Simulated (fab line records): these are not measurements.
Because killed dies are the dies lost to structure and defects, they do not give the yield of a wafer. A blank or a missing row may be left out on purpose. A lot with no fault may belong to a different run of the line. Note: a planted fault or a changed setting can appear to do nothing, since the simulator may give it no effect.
What tool caused it?    flow gf180mcu    12 lots with 33 wafers sampled at 6 steps, on a route of 602 steps

WHAT THE GAUGES READ, wafer by wafer
GF_CONTACT_RS_MEAS_25: uses a four-point probe to measure.
lot   measured      on             CONTACT_W_RS (ohm/sq)
L258  day 16 02:02  film-metro-01  0.383 0.374 0.380
L259  day 16 13:25  film-metro-01  0.375 0.385 0.380
L261  day 17 05:41  film-metro-02  0.389 0.366 0.365
L262  day 17 16:41  film-metro-04  0.392 0.388 0.371
L264  day 18 05:17  film-metro-01  0.388 0.388 0.387
L269  day 20 05:47  film-metro-01  0.383 0.264
L270  day 20 19:04  film-metro-02  0.377 0.266
L271  day 20 23:05  film-metro-01  0.368 0.280
L278  day 23 10:05  film-metro-02  0.386 0.388 0.390
L279  day 23 16:22  film-metro-04  0.374 0.371 0.391
L280  day 23 22:05  film-metro-02  0.384 0.386 0.384
L281  day 24 07:13  film-metro-01  0.368 0.387 0.370

GF_CONTACT_THK_MEAS_26: measures by xrf.
lot   measured      on             CONTACT_W_THK (nm)
L258  day 16 02:10  film-metro-01  304 311 305
L259  day 16 13:31  film-metro-01  311 302 304
L261  day 17 05:48  film-metro-02  302 322 321
L262  day 17 16:48  film-metro-04  300 301 317
L264  day 18 05:23  film-metro-01  296 299 299
L269  day 20 05:54  film-metro-01  302 432
L270  day 20 19:11  film-metro-02  308 441
L271  day 20 23:13  film-metro-01  313 408
L278  day 23 10:12  film-metro-02  302 300 299
L279  day 23 16:29  film-metro-04  311 315 298
L280  day 23 22:12  film-metro-02  305 303 305
L281  day 24 07:19  film-metro-01  315 300 315

GF_V1_OVL_MEAS_15.
lot   measured      on          V1_OVL (nm)
L258  day 18 01:17  overlay-01  -3 -2 -1
L259  day 18 13:29  overlay-01  -6 0 -3
L261  day 19 06:32  overlay-02  0 -3 -5
L262  day 19 18:17  overlay-02  6 1 0
L264  day 20 07:11  overlay-02  3 6 -1
L269  day 22 06:38  overlay-02  -2 1
L270  day 22 20:35  overlay-02  -5 -8
L271  day 23 01:05  overlay-01  -8 -4
L278  day 25 09:20  overlay-01  -9 -10 -3
L279  day 25 15:08  overlay-01  -8 -8 -10
L280  day 25 19:46  overlay-02  1 1 4
L281  day 26 03:47  overlay-02  -1 -3 -2

WHAT TOOL EACH LOT RAN ON (gives the tool, then ch and the chambers of the sampled wafers, and finally the start)
lot   GF_HV_LDD_STRIP_10                    GF_CONTACT_CVD_24              GF_CONTACT_CMP_27
L258  plasma-asher-03 ch 0,1, day 10 01:10  cvd-w-01 ch 0,1, day 16 01:56  cmp-02 ch 0,2,3, day 16 02:16
L259  plasma-asher-01 ch 0,1, day 10 07:48  cvd-w-01 ch 0,1, day 16 13:18  cmp-02 ch 0,1,3, day 16 13:39
L261  plasma-asher-03 ch 0,1, day 10 18:01  cvd-w-02 ch 0,1, day 17 05:35  cmp-01 ch 0,1,2, day 17 05:52
L262  plasma-asher-01 ch 0,1, day 11 05:58  cvd-w-02 ch 0,1, day 17 16:34  cmp-02 ch 0,2,3, day 17 16:58
L264  plasma-asher-03 ch 0,1, day 11 16:48  cvd-w-01 ch 0,1, day 18 05:11  cmp-02 ch 0,3, day 18 05:28
L269  plasma-asher-03 ch 0,1, day 13 09:16  cvd-w-02 ch 0,1, day 20 05:41  cmp-02 ch 1,3, day 20 05:58
L270  plasma-asher-01 ch 0,1, day 13 21:01  cvd-w-02 ch 0,1, day 20 18:58  cmp-01 ch 1,3, day 20 19:18
L271  plasma-asher-04 ch 0,1, day 13 22:46  cvd-w-02 ch 0,1, day 20 22:59  cmp-02 ch 0,2, day 20 23:19
L278  plasma-asher-01 ch 0,1, day 16 07:58  cvd-w-01 ch 0,1, day 23 09:59  cmp-01 ch 0,1,3, day 23 10:19
L279  plasma-asher-01 ch 0,1, day 16 11:10  cvd-w-02 ch 0,1, day 23 16:16  cmp-01 ch 0,2, day 23 16:36
L280  plasma-asher-04 ch 0,1, day 16 16:58  cvd-w-01 ch 0,1, day 23 21:59  cmp-01 ch 0,1,3, day 23 22:22
L281  plasma-asher-04 ch 0,1, day 17 02:45  cvd-w-02 ch 0,1, day 24 07:07  cmp-02 ch 0,1,2, day 24 07:24
- GF_HV_LDD_STRIP_10: strips in O2/N2.
- GF_CONTACT_CVD_24: deposits W, target thk 300 nm, time 90.339 s.
- GF_CONTACT_CMP_27: polishes, stops on SiO2, t overpolish 15 s, target thk 0 nm.

WHAT THE TOOLS THEMSELVES READ (means of the sampled wafers that have a number; where no wafer has one, the mark that the record gives instead)
GF_HV_LDD_STRIP_10.
lot   tool             drypump-motor-current-A (A)  heater-power-w (W)  oes-product-au (a.u.)  strip-time-to-endpoint-s (s)
L258  plasma-asher-03  5.48                         332                 0.715                  12.64
L259  plasma-asher-01  5.76                         346                 0.716                  12.63
L261  plasma-asher-03  5.48                         338                 0.714                  12.61
L262  plasma-asher-01  5.76                         349                 0.715                  12.66
L264  plasma-asher-03  5.49                         338                 0.714                  12.61
L269  plasma-asher-03  5.54                         329                 0.714                  12.64
L270  plasma-asher-01  5.83                         334                 0.716                  12.66
L271  plasma-asher-04  5.62                         361                 0.720                  12.60
L278  plasma-asher-01  5.78                         349                 0.710                  12.65
L279  plasma-asher-01  5.87                         329                 0.713                  12.62
L280  plasma-asher-04  5.50                         371                 0.714                  12.67
L281  plasma-asher-04  5.50                         366                 0.720                  12.70

GF_CONTACT_CVD_24.
lot   tool      heater-power-outer-w (W)  heater-power-w (W)
L258  cvd-w-01  471                       769
L259  cvd-w-01  471                       765
L261  cvd-w-02  519                       855
L262  cvd-w-02  569                       980
L264  cvd-w-01  459                       752
L269  cvd-w-02  546                       920
L270  cvd-w-02  560                       919
L271  cvd-w-02  554                       938
L278  cvd-w-01  458                       757
L279  cvd-w-02  528                       861
L280  cvd-w-01  467                       758
L281  cvd-w-02  525                       864

GF_CONTACT_CMP_27.
lot   tool    motor-current-A (A)  time-to-endpoint-s (s)
L258  cmp-02  11.3                 76
L259  cmp-02  11.7                 77
L261  cmp-01  11.5                 76
L262  cmp-02  10.8                 74
L264  cmp-02  11.7                 74
L269  cmp-02  11.7                 92
L270  cmp-01  11.2                 91
L271  cmp-02  10.2                 86
L278  cmp-01  10.9                 73
L279  cmp-01  11.5                 71
L280  cmp-01  11.4                 73
L281  cmp-02  10.5                 75

THE ANSWER, worked out from the rows above alone
Rule: the usual values come from the lots themselves. Put in order of their means at a reading, lots are off if they are a third of the lots or fewer, leave a main group of 4 or more, and stand apart from it by a gap of 3 or more times the standard deviation of the main group's means; of several such gaps the widest counts. The tables above print the reading to a certain number of digits; a main group whose means all agree to those digits is not used. Also off: a lot with no number at a reading for which 4 or more lots have one. Where the step has rows for the other lots, those lots are counted as sound. The gauges are gone through in route order, then the tools' own readings, and for those a lot's mean is taken as printed above. The first step at which some lot is off is used, and at that step the reading that is off furthest; a lot without a number counts as furthest.
Off: L269, L270, L271, at GF_CONTACT_RS_MEAS_25 (CONTACT_W_RS). Mean 0.381 ohm/sq and standard deviation 0.0049 in the main group.
A tool fits if, at a process step before that reading, it ran every lot that is off, and no sound lot after the first of them. Not tried: the gauges at GF_CONTACT_RS_MEAS_25; whatever is off there is also off at GF_CONTACT_CMP_27, on other tools, and gauge error can't account for it. None of those tried fits.

WHAT WAS PUT IN BY THE SIMULATOR
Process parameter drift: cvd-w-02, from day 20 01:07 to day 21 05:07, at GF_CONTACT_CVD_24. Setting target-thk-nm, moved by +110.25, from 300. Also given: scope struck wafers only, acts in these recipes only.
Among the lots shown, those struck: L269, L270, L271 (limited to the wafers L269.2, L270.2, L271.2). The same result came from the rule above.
